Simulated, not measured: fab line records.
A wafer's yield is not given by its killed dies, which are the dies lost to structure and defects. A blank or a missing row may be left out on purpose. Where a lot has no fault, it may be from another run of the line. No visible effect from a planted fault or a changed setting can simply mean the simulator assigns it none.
Struck lot and sound lot, side by side ; flow sky130 ; 18 out of 708 route steps
Sound: the wafers L460.3, L460.4, L460.5. Wafers L468.1, L468.5, L468.6 were the ones struck. The cause is given at the end.
Per side, at each step with rows, come the tool, then ch with its chambers, and then its first start. Under that, the readings that differ: sound wafers ; struck wafers ; difference of the means ; sigmas: that difference in standard deviations of wafers without a fault.
alike: words and numbers the same on both sides, and readings whose means are apart by under 2 such deviations; not compared: readings that were withheld, readings missing a value for some wafer, numbers with overlapping values and no deviation given by the record, and bounds like >300 which may hide the same value.
Wherever a step has rows on one side only, a row that says differs or no value, or a row with sigmas, the two part there. When numbers do not overlap yet have no deviation, they are printed without sigmas and do not part them. Lack of a reading on every wafer of one side parts them only where that side has two or more wafers.

first, 1 step without rows for these wafers: SKY_VT_ADJUST_PCH_IMPLANT_08.
SKY_VT_ADJUST_PCH_STRIP_09: strips in O2/N2.
  sound on plasma_asher-04 ch 0,1, day 11 00:01; struck on plasma_asher-03 ch 0,1, day 13 12:43
  alike: drypump_motor_current_A, oes_product_au, strip_time_to_endpoint_s
  not compared: rf_hours_counter_h
SKY_VT_ADJUST_PCH_TW_MEAS_10:
  struck on film_metro-01, day 13 12:49; sound on film_metro-01, day 11 00:07
  alike: VT_ADJUST_PCH_TW
then, 7 steps without rows for these wafers: SKY_SONOS_TUNNEL_DEHYDRATE_00 (time 60 s); SKY_SONOS_TUNNEL_HMDS_01 (prime time 60 s); SKY_SONOS_TUNNEL_COAT_02 (resist thk 1140 nm); SKY_SONOS_TUNNEL_SOFTBAKE_03 (time 60 s); SKY_SONOS_TUNNEL_EXPOSE_04 (exposes mask TUNM, target cd 410 nm); SKY_SONOS_TUNNEL_PEB_05; SKY_SONOS_TUNNEL_DEVELOP_06 (develop time 60 s).
SKY_SONOS_TUNNEL_CD_MEAS_07 targets a cd of 410 nm.
  struck on cd_sem-02, day 14 14:29; sound on cd_sem-01, day 11 23:35
  alike: cd_nm
SKY_SONOS_TUNNEL_OVL_MEAS_08:
  struck on overlay-01, day 14 14:37; sound on overlay-01, day 11 23:40
  alike: SONOS_TUNNEL_OVL
SKY_SONOS_TUNNEL_IMPLANT_09:
  sound on implanter-04 ch 0, day 11 23:44; struck on implanter-04 ch 0, day 14 14:39
reading;sound;struck;difference;sigmas
beam_on_s (s);10.06 10.25 9.96;7.64 7.58 7.78;-2.42;-13
faraday_current_uA;5.60 5.50 5.65;7.39 7.48 7.23;+1.78;+16
  alike: end_station_pressure_torr
then, 2 steps without rows for these wafers: SKY_SONOS_TUNNEL_WET_ETCH_10 (etches SiO2 in dHF, target depth 14 nm, time 280 s); SKY_SONOS_TUNNEL_STRIP_11 (strips in SPM, time 600 s).
SKY_SONOS_TUNNEL_TW_MEAS_12:
  struck on film_metro-04, day 14 15:04; sound on film_metro-04, day 12 00:07
reading;sound;struck;difference;sigmas
SONOS_TUNNEL_TW;200.6 199.5 201.2;185.8 186.0 185.6;-14.6;-6
then, 1 step without rows for these wafers: SKY_SONOS_TUNNEL_CLEAN_13 (cleans in dHF, time 20 s).
-- record jumps: 33 days separate the struck wafers' starts on either side; left off in module SONOS_TUNNEL, taken up again in module PAD_OPEN, whose first shown step is the route's number 708 --
SKY_PAD_OPEN_PROBE_99:
  struck on prober-02, day 48 02:48; sound on prober-01, day 46 17:41
reading;sound;struck;difference;sigmas
model.etest.sonos_uncharged.vt_v (V);-0.4582 -0.4106 -0.4498;-0.4606 -0.5135 -0.5048;-0.0534;
  alike: killed_at_M0_to_M3, killed_at_M4_up, killed_at_contacts, killed_at_front_end, killed_at_other, killed_dies, killed_open, killed_short

## WHERE THEY PART
First at SKY_SONOS_TUNNEL_IMPLANT_09; last, within this record, at SKY_SONOS_TUNNEL_TW_MEAS_12. Later steps at which nothing parts them and some readings are alike: SKY_PAD_OPEN_PROBE_99.

WHY: whatever the simulator had introduced
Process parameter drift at SKY_SONOS_TUNNEL_IMPLANT_09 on implanter-04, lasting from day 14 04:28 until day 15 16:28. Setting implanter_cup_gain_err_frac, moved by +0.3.
